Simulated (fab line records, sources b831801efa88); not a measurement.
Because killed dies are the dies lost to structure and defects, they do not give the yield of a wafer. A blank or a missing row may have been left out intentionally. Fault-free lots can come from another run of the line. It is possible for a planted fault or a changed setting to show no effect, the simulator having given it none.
8D (eight disciplines) problem report, filled in by code / flow sky130 / the parts of the form that need people (team, actions taken, sign-off) are left out

== 1. WHAT WENT WRONG ==
Across 6 wafers from 2 lots, POLY_GATE_CVD_00_THK at SKY_POLY_GATE_THK_MEAS_01 averages 161.6 nm, while fault-free wafers read 180.7 nm with a standard deviation of 1.3. That puts it -15 standard deviations away from the usual mean.
Earliest sighting: wafer L737.1 on film metro-02 at day 18 07:55. Wafers with a number at this step in the record: 33, from 11 lots. Rule for "out" (also "out of limits"): further than 4 standard deviations from the usual mean. The other wafers with a number count as sound.

== 2. WHAT IT IS; WHAT IT IS NOT ==
question=which readings at this step | is=POLY_GATE_CVD_00_THK | is not=-
question=which lots | is=L737, L738 | is not=L724, L725, L727, L728, L731, L734, L735, L743, L747
question=which wafers of those lots | is=all that have a number | is not=-
question=read on which gauges | is=film metro-02, film metro-04 | is not=film metro-01
question=when | is=from day 18 07:55 | is not=up to then (21 sound wafers); but 6 sound wafers of L743, L747 came after

== 3. SUSPECTS, AND WHAT RULES EACH OUT ==
Counting: a tool stays on the suspect list if, at a process step up to the reading, it processed all lots that are out and no sound lot following the first of them.
- the gauge at SKY_POLY_GATE_THK_MEAS_01 has been ruled out. 2 gauges (film metro-02, film metro-04) read the wafers that are out.
- lpcvd-01 at SKY_POLY_GATE_CVD_00 (deposits poly-Si, target thk 180 nm, time 720 s): ruled out as a lasting fault. After its first lot that is out, L737 (day 18 06:43), sound lots L743, L747 ran on it.
Left after counting: nothing in the record.

== 4. THE CAUSE (what the simulator had put in) ==
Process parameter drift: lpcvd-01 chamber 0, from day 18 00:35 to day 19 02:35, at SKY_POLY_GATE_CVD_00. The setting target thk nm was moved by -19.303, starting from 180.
The count ruled it out by mistake, since the rule takes a fault to strike every lot its tool runs from the start of the fault on, and this one did not do so.

== 5. THE EFFECT CHAIN, in route order ==
One row per reading whose mean, taken over the struck wafers that have a number, lies over 3 standard deviations from the usual. Scope: only readings with a usual standard deviation given in the record; hours: median across lots of the time from each lot's start at the first step in this table that gives one to its start at this step; sigmas: change in usual standard deviations.
hours=0; step=SKY_POLY_GATE_THK_MEAS_01; reading=POLY_GATE_CVD_00_THK; usual=180.7 nm; on struck wafers=161.6; change=-19.1; sigmas=-15
hours=62; step=SKY_POLY_GATE_ETCH_17; reading=oes product au; usual=0.990 a.u.; on struck wafers=0.918; change=-0.072; sigmas=-13
Process steps it contains:
- SKY_POLY_GATE_ETCH_17: etches poly-Si in HBr/Cl2, stops on SiO2, target depth 180 nm, time 70.5 s.

== 6. WHAT WOULD HAVE CAUGHT IT SOONER ==
7 hours passed between the start of the fault at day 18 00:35 and the first reading out of limits at a measuring or inspecting step in this record, taken at day 18 07:55.
Tool readings at SKY_POLY_GATE_CVD_00 with a usual standard deviation given in the record: none out on any struck wafer, hence no alarm at a limit of 4 standard deviations on them.
